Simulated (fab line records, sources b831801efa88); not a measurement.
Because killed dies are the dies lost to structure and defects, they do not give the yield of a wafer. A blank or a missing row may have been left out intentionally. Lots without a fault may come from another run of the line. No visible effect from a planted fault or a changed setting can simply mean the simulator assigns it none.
fab line records    flow gf180mcu
record: lots: 24  wafers: 72  last-day: 34
route steps=602 shown CONTACT@288 V3@453 M4@460 MIM@511 V5@562 PASSIVATION@598
lots that met no fault: taken from a fault-free run of the same line
start-h: start of the lot's first displayed wafer, in hours after the record's first day    wait-h: time in hours since the lot's previous step    " unchanged from the row above    L1.1+2: a row that stands for several wafers    - no value, or no start given    * or withheld: withheld    < > ~ a bound
route shown NAME@n: names a module that has steps shown in the file, with the first one's number in the route    usual: mean and standard deviation over wafers with no fault    same: alike in all rows    chamber/n: place in a boat    sites: each site's reading    _std_site: standard deviation across them    _edge_site: inner sites' mean taken away from outer sites' mean    radius-mm: how far each site lies from the wafer's centre    mask NAME#n: copy n    behind: the last tool/chamber to shape the wafer    hold: cause of the lot's hold/its duration in hours/its outcome    device: names the non-switching transistor (n, p or np)    end of line: the tests these same wafers got at the end of their route    a step given without rows: its recipe and nothing more    killed: the dies lost at the first sort to structure and to defects; this is not the yield of the wafer    map: per-die view of a wafer (x killed, . not killed, _ where there is no die)
set.NAME: the run value of the setting; set.NAME@STEP: its run value at that earlier step    model.NAME: the simulator's own value behind a step, which no gauge read
a sample of lots followed through the steps of the route, with each step as a table and each wafer as a row
services: the hour from which a tool's chamber was out of use, counted from the record's first day as start-h (under 0 if before that day), plus the number of hours and why
== steps ==
step: GF_CONTACT_THK_MEAS_01
recipe: reads: SiO2_of_CONTACT_CVD_00
usual: CONTACT_CVD_00_THK: 301.9/2.9
lot.wafer  tool           chamber  start-h  wait-h  CONTACT_CVD_00_THK[nm]
L074.3     film-metro-01  -        335.32   0.0     295.1
L074.5     "              -        "        "       296.8
L074.6     "              -        "        "       300.1
L075.2     film-metro-04  -        350.65   0.0     303.2
L075.3     "              -        "        "       297.4
L075.5     "              -        "        "       301.8
L076.4     film-metro-03  -        354.10   0.0     302.2
L076.5     "              -        "        "       301.5
L076.6     "              -        "        "       300.1
L077.1     film-metro-04  -        363.83   0.0     298.4
L077.2     "              -        "        "       300.4
L077.5     "              -        "        "       301.3
L078.1     film-metro-03  -        377.67   0.0     301.2
L078.3     "              -        "        "       296.9
L078.5     "              -        "        "       297.3
L079.1     film-metro-03  -        388.32   0.0     301.1
L079.3     "              -        "        "       303.1
L079.6     "              -        "        "       305.9
L080.4     film-metro-01  -        393.55   0.0     302.9
L080.5     "              -        "        "       303.7
L080.6     "              -        "        "       302.7
L081.2     film-metro-01  -        397.89   0.0     300.0
L081.3     "              -        "        "       302.0
L081.6     "              -        "        "       305.2
L082.1     film-metro-04  -        412.07   0.0     302.5
L082.2     "              -        "        "       303.1
L082.3     "              -        "        "       304.1
L083.3     film-metro-04  -        412.51   0.0     302.9
L083.4     "              -        "        "       300.0
L083.6     "              -        "        "       302.3
L084.2     film-metro-01  -        425.26   0.0     300.5
L084.3     "              -        "        "       300.9
L084.4     "              -        "        "       298.2
L085.2     film-metro-01  -        435.07   0.0     305.9
L085.4     "              -        "        "       306.0
L085.5     "              -        "        "       303.4
L086.1     film-metro-03  -        442.09   0.0     302.8
L086.2     "              -        "        "       303.4
L086.5     "              -        "        "       305.5
L087.2     film-metro-03  -        459.51   0.0     298.2
L087.3     "              -        "        "       304.0
L087.5     "              -        "        "       301.9
L088.1     film-metro-04  -        466.27   0.0     305.0
L088.5     "              -        "        "       303.6
L088.6     "              -        "        "       303.7
L089.1     film-metro-03  -        467.15   0.0     300.7
L089.2     "              -        "        "       302.3
L089.6     "              -        "        "       303.0
L090.1     film-metro-04  -        472.20   0.0     295.5
L090.2     "              -        "        "       297.0
L090.6     "              -        "        "       299.5
L091.4     film-metro-04  -        504.14   0.0     305.4
L091.5     "              -        "        "       305.9
L091.6     "              -        "        "       305.6
L092.1     film-metro-03  -        504.79   0.0     301.4
L092.2     "              -        "        "       301.7
L092.4     "              -        "        "       301.4
L093.3     film-metro-03  -        509.67   0.0     306.1
L093.5     "              -        "        "       303.4
L093.6     "              -        "        "       303.2
L094.2     film-metro-04  -        512.27   0.0     301.7
L094.3     "              -        "        "       300.5
L094.6     "              -        "        "       299.4
L095.1     film-metro-04  -        514.65   0.0     304.4
L095.4     "              -        "        "       302.6
L095.6     "              -        "        "       297.0
L096.1     film-metro-04  -        531.46   0.0     304.5
L096.2     "              -        "        "       305.9
L096.6     "              -        "        "       303.0
L097.1     film-metro-03  -        544.40   0.0     301.5
L097.2     "              -        "        "       301.0
L097.4     "              -        "        "       300.7
step: GF_V3_RS_MEAS_24
recipe: thk-meas-gauge: four-point-probe  reads: W_of_V3_CVD_23+TiN_of_V3_SPUTTER_22+Ti_of_V3_SPUTTER_21
usual: V3_W_RS: 0.329/0.0042
lot.wafer  tool           chamber  start-h  wait-h  V3_W_RS[ohm/sq]
L074.3     film-metro-03  -        507.87   0.1     0.330
L074.5     "              -        "        "       0.329
L074.6     "              -        "        "       0.327
L075.2     film-metro-03  -        521.54   0.1     0.331
L075.3     "              -        "        "       0.332
L075.5     "              -        "        "       0.327
L076.4     film-metro-03  -        527.69   0.1     0.333
L076.5     "              -        "        "       0.333
L076.6     "              -        "        "       0.331
L077.1     film-metro-02  -        537.99   0.1     0.337
L077.2     "              -        "        "       0.336
L077.5     "              -        "        "       0.341
L078.1     film-metro-02  -        550.79   0.1     0.329
L078.3     "              -        "        "       0.328
L078.5     "              -        "        "       0.329
L079.1     film-metro-03  -        563.54   0.1     0.331
L079.3     "              -        "        "       0.327
L079.6     "              -        "        "       0.328
L080.4     film-metro-04  -        567.10   0.1     0.325
L080.5     "              -        "        "       0.327
L080.6     "              -        "        "       0.325
L081.2     film-metro-04  -        570.59   0.1     0.324
L081.3     "              -        "        "       0.327
L081.6     "              -        "        "       0.324
L082.1     film-metro-02  -        584.87   0.1     0.321
L082.2     "              -        "        "       0.324
L082.3     "              -        "        "       0.322
L083.3     film-metro-02  -        585.79   0.1     0.334
L083.4     "              -        "        "       0.330
L083.6     "              -        "        "       0.331
L084.2     film-metro-02  -        595.70   0.1     0.325
L084.3     "              -        "        "       0.327
L084.4     "              -        "        "       0.322
L085.2     film-metro-02  -        604.66   0.1     0.327
L085.4     "              -        "        "       0.327
L085.5     "              -        "        "       0.324
L086.1     film-metro-04  -        608.98   0.1     0.321
L086.2     "              -        "        "       0.324
L086.5     "              -        "        "       0.324
L087.2     film-metro-02  -        625.21   0.1     0.322
L087.3     "              -        "        "       0.320
L087.5     "              -        "        "       0.321
L088.1     film-metro-04  -        629.09   0.1     0.331
L088.5     "              -        "        "       0.332
L088.6     "              -        "        "       0.327
L089.1     film-metro-02  -        630.98   0.1     0.328
L089.2     "              -        "        "       0.334
L089.6     "              -        "        "       0.331
L090.1     film-metro-03  -        634.89   0.1     0.327
L090.2     "              -        "        "       0.329
L090.6     "              -        "        "       0.328
L091.4     film-metro-04  -        660.72   0.1     0.335
L091.5     "              -        "        "       0.335
L091.6     "              -        "        "       0.333
L092.1     film-metro-03  -        662.05   0.1     0.331
L092.2     "              -        "        "       0.335
L092.4     "              -        "        "       0.332
L093.3     film-metro-03  -        667.95   0.1     0.329
L093.5     "              -        "        "       0.327
L093.6     "              -        "        "       0.326
L094.2     film-metro-04  -        669.14   0.1     0.330
L094.3     "              -        "        "       0.336
L094.6     "              -        "        "       0.329
L095.1     film-metro-03  -        671.08   0.1     0.329
L095.4     "              -        "        "       0.326
L095.6     "              -        "        "       0.324
L096.1     film-metro-03  -        687.27   0.1     0.325
L096.2     "              -        "        "       0.329
L096.6     "              -        "        "       0.326
L097.1     film-metro-02  -        697.18   0.1     0.330
L097.2     "              -        "        "       0.331
L097.4     "              -        "        "       0.329
step: GF_M4_SPUTTER_04
recipe: material: TiN  target-thk-nm: 50  power-w: 6500  time-s: 41.7  chamber-pressure-pa: 0.4
usual: throttle-valve-pct: 29.8/0.99
lot.wafer  tool            chamber  start-h  wait-h  throttle-valve-pct
L074.3     pvd-sputter-01  -        508.50   0.0     29.8
L074.5     "               -        "        "       29.5
L074.6     "               -        "        "       29.5
L075.2     pvd-sputter-04  -        522.18   0.0     30.7
L075.3     "               -        "        "       28.5
L075.5     "               -        "        "       30.1
L076.4     pvd-sputter-03  -        528.29   0.0     29.8
L076.5     "               -        "        "       29.7
L076.6     "               -        "        "       30.0
L077.1     pvd-sputter-01  -        539.46   0.0     30.7
L077.2     "               -        "        "       29.3
L077.5     "               -        "        "       29.1
L078.1     pvd-sputter-01  -        551.45   0.0     29.3
L078.3     "               -        "        "       29.7
L078.5     "               -        "        "       28.9
L079.1     pvd-sputter-03  -        564.20   0.0     29.9
L079.3     "               -        "        "       30.3
L079.6     "               -        "        "       30.0
L080.4     pvd-sputter-03  -        567.70   0.0     30.0
L080.5     "               -        "        "       30.9
L080.6     "               -        "        "       30.1
L081.2     pvd-sputter-03  -        571.23   0.0     30.0
L081.3     "               -        "        "       31.0
L081.6     "               -        "        "       30.2
L082.1     pvd-sputter-01  -        585.53   0.0     29.2
L082.2     "               -        "        "       29.6
L082.3     "               -        "        "       29.6
L083.3     pvd-sputter-03  -        586.41   0.0     29.9
L083.4     "               -        "        "       30.0
L083.6     "               -        "        "       29.9
L084.2     pvd-sputter-04  -        596.34   0.0     30.9
L084.3     "               -        "        "       28.4
L084.4     "               -        "        "       30.0
L085.2     pvd-sputter-04  -        605.30   0.0     27.5
L085.4     "               -        "        "       30.9
L085.5     "               -        "        "       27.6
L086.1     pvd-sputter-04  -        609.64   0.0     27.5
L086.2     "               -        "        "       29.8
L086.5     "               -        "        "       30.7
L087.2     pvd-sputter-04  -        625.85   0.0     30.6
L087.3     "               -        "        "       28.3
L087.5     "               -        "        "       30.3
L088.1     pvd-sputter-03  -        629.93   0.0     29.7
L088.5     "               -        "        "       30.1
L088.6     "               -        "        "       30.9
L089.1     pvd-sputter-04  -        631.64   0.0     30.8
L089.2     "               -        "        "       28.1
L089.6     "               -        "        "       27.6
L090.1     pvd-sputter-04  -        635.55   0.0     28.5
L090.2     "               -        "        "       27.7
L090.6     "               -        "        "       27.6
L091.4     pvd-sputter-03  -        661.32   0.0     29.8
L091.5     "               -        "        "       30.9
L091.6     "               -        "        "       29.6
L092.1     pvd-sputter-03  -        662.71   0.0     29.8
L092.2     "               -        "        "       30.8
L092.4     "               -        "        "       30.0
L093.3     pvd-sputter-01  -        668.57   0.0     29.6
L093.5     "               -        "        "       29.3
L093.6     "               -        "        "       30.9
L094.2     pvd-sputter-01  -        669.78   0.0     29.6
L094.3     "               -        "        "       29.2
L094.6     "               -        "        "       28.8
L095.1     pvd-sputter-03  -        671.84   0.0     31.1
L095.4     "               -        "        "       29.9
L095.6     "               -        "        "       30.2
L096.1     pvd-sputter-04  -        687.93   0.0     28.2
L096.2     "               -        "        "       30.9
L096.6     "               -        "        "       31.0
L097.1     pvd-sputter-03  -        697.85   0.0     29.7
L097.2     "               -        "        "       30.0
L097.4     "               -        "        "       30.1
step: GF_MIM_SPUTTER_08
recipe: material: AlCu  target-thk-nm: 200  power-w: 10600  time-s: 10.6  chamber-pressure-pa: 0.4
usual: throttle-valve-pct: 30.1/1.2
lot.wafer  tool            chamber  start-h  wait-h  throttle-valve-pct
L074.3     pvd-sputter-02  -        556.81   0.0     31.8
L074.5     "               -        "        "       32.0
L074.6     "               -        "        "       30.6
L075.2     pvd-sputter-04  -        569.75   0.0     31.0
L075.3     "               -        "        "       28.2
L075.5     "               -        "        "       28.6
L076.4     pvd-sputter-04  -        576.46   0.0     27.5
L076.5     "               -        "        "       28.4
L076.6     "               -        "        "       30.2
L077.1     pvd-sputter-04  -        586.23   0.0     28.4
L077.2     "               -        "        "       30.8
L077.5     "               -        "        "       27.5
L078.1     pvd-sputter-02  -        597.63   0.0     31.2
L078.3     "               -        "        "       31.7
L078.5     "               -        "        "       29.9
L079.1     pvd-sputter-02  -        608.84   0.0     31.7
L079.3     "               -        "        "       30.9
L079.6     "               -        "        "       30.7
L080.4     pvd-sputter-04  -        613.43   0.0     27.7
L080.5     "               -        "        "       30.4
L080.6     "               -        "        "       30.8
L081.2     pvd-sputter-04  -        616.79   0.0     30.1
L081.3     "               -        "        "       27.5
L081.6     "               -        "        "       30.3
L082.1     pvd-sputter-02  -        628.12   0.0     30.7
L082.2     "               -        "        "       31.8
L082.3     "               -        "        "       29.7
L083.3     pvd-sputter-03  -        628.67   0.0     31.0
L083.4     "               -        "        "       29.8
L083.6     "               -        "        "       30.9
L084.2     pvd-sputter-02  -        639.72   0.0     30.5
L084.3     "               -        "        "       29.7
L084.4     "               -        "        "       32.1
L085.2     pvd-sputter-02  -        648.61   0.0     30.5
L085.4     "               -        "        "       32.0
L085.5     "               -        "        "       30.4
L086.1     pvd-sputter-04  -        653.10   0.0     27.7
L086.2     "               -        "        "       30.8
L086.5     "               -        "        "       30.6
L087.2     pvd-sputter-04  -        668.97   0.0     27.3
L087.3     "               -        "        "       30.9
L087.5     "               -        "        "       30.1
L088.1     pvd-sputter-02  -        671.71   0.0     29.3
L088.5     "               -        "        "       30.6
L088.6     "               -        "        "       30.8
L089.1     pvd-sputter-04  -        674.01   0.0     30.1
L089.2     "               -        "        "       27.6
L089.6     "               -        "        "       30.7
L090.1     pvd-sputter-02  -        677.16   0.0     32.0
L090.2     "               -        "        "       29.6
L090.6     "               -        "        "       29.6
L091.4     pvd-sputter-03  -        702.02   0.0     30.1
L091.5     "               -        "        "       29.7
L091.6     "               -        "        "       30.2
L092.1     pvd-sputter-02  -        703.76   0.0     31.9
L092.2     "               -        "        "       30.5
L092.4     "               -        "        "       29.7
L093.3     pvd-sputter-03  -        709.09   0.0     30.9
L093.5     "               -        "        "       29.9
L093.6     "               -        "        "       30.9
L094.2     pvd-sputter-02  -        710.03   0.0     31.0
L094.3     "               -        "        "       32.0
L094.6     "               -        "        "       30.5
L095.1     pvd-sputter-03  -        712.03   0.0     29.8
L095.4     "               -        "        "       30.7
L095.6     "               -        "        "       30.9
L096.1     pvd-sputter-03  -        727.45   0.0     29.7
L096.2     "               -        "        "       29.8
L096.6     "               -        "        "       30.0
L097.1     pvd-sputter-02  -        736.47   0.0     30.5
L097.2     "               -        "        "       30.6
L097.4     "               -        "        "       31.8
step: GF_V5_SPUTTER_22
recipe: material: TiN  target-thk-nm: 10  chamber-pressure-pa: 5  power-w: 4000  time-s: 40
usual: throttle-valve-pct: 30.3/0.8
lot.wafer  tool            chamber  start-h  wait-h  throttle-valve-pct
L074.3     pvd-sputter-01  -        622.86   0.0     29.7
L074.5     "               -        "        "       30.8
L074.6     "               -        "        "       28.9
L075.2     pvd-sputter-03  -        634.89   0.0     30.9
L075.3     "               -        "        "       30.1
L075.5     "               -        "        "       29.9
L076.4     pvd-sputter-03  -        638.76   0.0     31.2
L076.5     "               -        "        "       29.6
L076.6     "               -        "        "       30.0
L077.1     pvd-sputter-01  -        652.42   0.0     29.0
L077.2     "               -        "        "       30.8
L077.5     "               -        "        "       29.3
L078.1     pvd-sputter-02  -        657.95   0.0     31.9
L078.3     "               -        "        "       29.9
L078.5     "               -        "        "       32.1
L079.1     pvd-sputter-02  -        669.73   0.0     31.0
L079.3     "               -        "        "       30.5
L079.6     "               -        "        "       30.4
L080.4     pvd-sputter-02  -        674.30   0.0     32.0
L080.5     "               -        "        "       30.9
L080.6     "               -        "        "       29.6
L081.2     pvd-sputter-03  -        678.09   0.0     30.2
L081.3     "               -        "        "       31.0
L081.6     "               -        "        "       31.0
L082.1     pvd-sputter-02  -        689.65   0.0     31.9
L082.2     "               -        "        "       30.9
L082.3     "               -        "        "       29.5
L083.3     pvd-sputter-03  -        689.67   0.0     30.0
L083.4     "               -        "        "       29.8
L083.6     "               -        "        "       30.0
L084.2     pvd-sputter-01  -        699.35   0.0     29.4
L084.3     "               -        "        "       30.7
L084.4     "               -        "        "       29.6
L085.2     pvd-sputter-01  -        707.80   0.0     29.2
L085.4     "               -        "        "       30.9
L085.5     "               -        "        "       29.7
L086.1     pvd-sputter-03  -        711.60   0.0     29.9
L086.2     "               -        "        "       29.5
L086.5     "               -        "        "       31.2
L087.2     pvd-sputter-03  -        725.95   0.0     30.0
L087.3     "               -        "        "       30.0
L087.5     "               -        "        "       30.2
L088.1     pvd-sputter-01  -        727.95   0.0     28.8
L088.5     "               -        "        "       29.8
L088.6     "               -        "        "       29.0
L089.1     pvd-sputter-02  -        729.85   0.0     32.1
L089.2     "               -        "        "       30.3
L089.6     "               -        "        "       29.8
L090.1     pvd-sputter-03  -        734.24   0.0     29.5
L090.2     "               -        "        "       30.0
L090.6     "               -        "        "       30.0
L091.4     pvd-sputter-01  -        757.65   0.0     29.3
L091.5     "               -        "        "       29.1
L091.6     "               -        "        "       29.7
L092.1     pvd-sputter-03  -        757.79   0.0     30.9
L092.2     "               -        "        "       29.7
L092.4     "               -        "        "       29.8
L093.3     pvd-sputter-01  -        762.10   0.0     29.7
L093.5     "               -        "        "       30.9
L093.6     "               -        "        "       29.4
L094.2     pvd-sputter-02  -        763.84   0.0     29.6
L094.3     "               -        "        "       31.8
L094.6     "               -        "        "       29.4
L095.1     pvd-sputter-02  -        765.20   0.0     29.6
L095.4     "               -        "        "       30.3
L095.6     "               -        "        "       30.9
L096.1     pvd-sputter-02  -        778.40   0.0     31.9
L096.2     "               -        "        "       30.7
L096.6     "               -        "        "       30.7
L097.1     pvd-sputter-02  -        787.50   0.0     31.0
L097.2     "               -        "        "       29.8
L097.4     "               -        "        "       31.7
step: GF_PASSIVATION_ETCH_11
recipe: chemistry: CF4/O2  target-depth-nm: 1800  stop-on: TiN  source-w: 800  bias-w: 150  pressure-mtorr: 150  cf4-flow-sccm: 80  O2_flow_sccm: 10  time-s: 400
usual: drypump-motor-current-A: 5.6/0.36  oes-product-au: 0.965/0.0077  throttle-valve-pct: 5.962/0.0092
lot.wafer  tool         chamber  start-h  wait-h  drypump-motor-current-A  oes-product-au  rf-hours-counter-h  throttle-valve-pct
L074.3     rie-diel-02  2        663.29   -       5.9                      0.968           8                   5.979
L074.5     "            2        "        "       5.9                      0.972           -                   5.956
L074.6     "            1        "        "       5.3                      0.967           -                   5.964
L075.2     rie-diel-04  3        676.45   -       5.3                      0.965           59                  5.950
L075.3     "            0        "        "       5.6                      0.950           12                  5.961
L075.5     "            0        "        "       5.7                      0.961           -                   5.974
L076.4     rie-diel-03  2        678.56   -       5.5                      0.966           -                   5.950
L076.5     "            1        "        "       6.0                      0.979           -                   5.952
L076.6     "            0        "        "       6.0                      0.977           -                   5.960
L077.1     rie-diel-03  0        692.94   -       6.0                      0.964           14                  5.981
L077.2     "            2        "        "       5.5                      0.963           5                   5.953
L077.5     "            0        "        "       6.0                      0.971           -                   5.978
L078.1     rie-diel-02  1        698.10   -       5.3                      0.962           7                   5.942
L078.3     "            2        "        "       5.9                      0.966           10                  5.951
L078.5     "            1        "        "       5.3                      0.968           -                   5.962
L079.1     rie-diel-03  1        708.55   -       6.0                      0.955           3                   5.957
L079.3     "            2        "        "       5.5                      0.956           5                   5.957
L079.6     "            0        "        "       6.0                      0.963           -                   5.964
L080.4     rie-diel-04  1        712.77   -       5.6                      0.969           -                   5.964
L080.5     "            2        "        "       4.9                      0.958           -                   5.960
L080.6     "            0        "        "       5.6                      0.964           -                   5.957
L081.2     rie-diel-04  1        717.35   -       5.6                      0.950           5                   5.951
L081.3     "            2        "        "       4.9                      0.959           16                  5.948
L081.6     "            1        "        "       5.6                      0.966           -                   5.956
L082.1     rie-diel-03  2        727.55   -       5.5                      0.968           6                   5.962
L082.2     "            3        "        "       5.9                      0.966           47                  5.967
L082.3     "            1        "        "       6.0                      0.961           4                   5.966
L083.3     rie-diel-02  1        728.39   -       5.3                      0.959           9                   5.955
L083.4     "            2        "        "       6.0                      0.978           11                  5.971
L083.6     "            2        "        "       5.9                      0.979           -                   5.968
L084.2     rie-diel-04  3        736.24   -       5.3                      0.962           0                   5.971
L084.3     "            2        "        "       4.9                      0.957           17                  5.959
L084.4     "            0        "        "       5.6                      0.971           15                  5.970
L085.2     rie-diel-03  0        744.69   -       6.0                      0.962           16                  5.964
L085.4     "            3        "        "       5.9                      0.957           48                  5.959
L085.5     "            2        "        "       5.5                      0.976           -                   5.968
L086.1     rie-diel-02  1        746.89   -       5.3                      0.959           10                  5.972
L086.2     "            3        "        "       5.5                      0.957           13                  5.958
L086.5     "            2        "        "       5.9                      0.963           -                   5.976
L087.2     rie-diel-02  2        761.05   -       5.9                      0.975           13                  5.961
L087.3     "            0        "        "       6.2                      0.976           8                   5.958
L087.5     "            2        "        "       5.9                      0.977           -                   5.975
L088.1     rie-diel-04  1        763.29   -       5.6                      0.956           7                   5.947
L088.5     "            1        "        "       5.6                      0.974           -                   5.971
L088.6     "            0        "        "       5.6                      0.968           -                   5.967
L089.1     rie-diel-03  2        765.00   -       5.5                      0.952           8                   5.965
L089.2     "            1        "        "       6.0                      0.965           6                   5.958
L089.6     "            0        "        "       6.0                      0.964           -                   5.965
L090.1     rie-diel-02  0        769.25   -       6.2                      0.962           9                   5.956
L090.2     "            2        "        "       5.9                      0.956           13                  5.957
L090.6     "            3        "        "       5.5                      0.974           -                   5.982
L091.4     rie-diel-04  1        790.82   -       5.6                      0.961           -                   5.966
L091.5     "            2        "        "       4.9                      0.964           -                   5.968
L091.6     "            0        "        "       5.6                      0.959           -                   5.968
L092.1     rie-diel-03  3        791.44   -       6.0                      0.978           1                   5.970
L092.2     "            1        "        "       5.9                      0.954           7                   5.952
L092.4     "            0        "        "       6.0                      0.965           18                  5.958
L093.3     rie-diel-04  0        795.09   -       5.6                      0.956           18                  5.977
L093.5     "            1        "        "       5.6                      0.971           -                   5.967
L093.6     "            0        "        "       5.6                      0.963           -                   5.962
L094.2     rie-diel-04  1        796.34   -       5.6                      0.959           10                  5.957
L094.3     "            0        "        "       5.6                      0.956           18                  5.956
L094.6     "            0        "        "       5.6                      0.962           -                   5.968
L095.1     rie-diel-02  0        797.29   -       6.2                      0.965           10                  5.952
L095.4     "            2        "        "       5.9                      0.975           15                  5.957
L095.6     "            2        "        "       5.9                      0.978           -                   5.965
L096.1     rie-diel-04  2        810.55   -       4.9                      0.958           20                  5.979
L096.2     "            1        "        "       5.6                      0.964           10                  5.957
L096.6     "            0        "        "       5.6                      0.970           -                   5.963
L097.1     rie-diel-02  3        819.10   -       5.5                      0.963           17                  5.956
L097.2     "            0        "        "       6.2                      0.970           11                  5.967
L097.4     "            1        "        "       5.3                      0.958           13                  5.966
== services ==
tool            chamber  start-h  hours  kind
rie-diel-04     -        491.78   2.8    pm
rie-diel-02     0        519.91   15.6   repair
pvd-sputter-02  -        521.53   3.5    repair
rie-diel-02     -        526.56   2.8    pm
rie-diel-04     0        535.78   8.7    repair
rie-diel-04     3        549.99   9.1    repair
pvd-sputter-01  -        559.42   13.3   repair
pvd-sputter-04  -        564.25   2.8    repair
rie-diel-02     1        597.67   3.1    repair
pvd-sputter-02  -        622.09   5.3    repair
rie-diel-02     0        622.12   1.5    repair
pvd-sputter-01  -        626.05   3.0    repair
rie-diel-04     2        633.47   48.7   repair
rie-diel-02     0        660.38   7.1    repair
rie-diel-04     0        662.81   9.8    repair
pvd-sputter-04  -        665.72   1.5    repair
pvd-sputter-04  -        678.08   4.6    repair
rie-diel-04     1        696.53   2.7    repair
pvd-sputter-04  -        717.31   0.8    repair
rie-diel-04     3        720.02   12.0   repair
pvd-sputter-01  -        730.43   13.4   repair
pvd-sputter-02  -        751.58   5.3    repair
rie-diel-04     3        782.72   22.4   repair
pvd-sputter-02  -        812.93   0.6    repair
== key ==
fault none
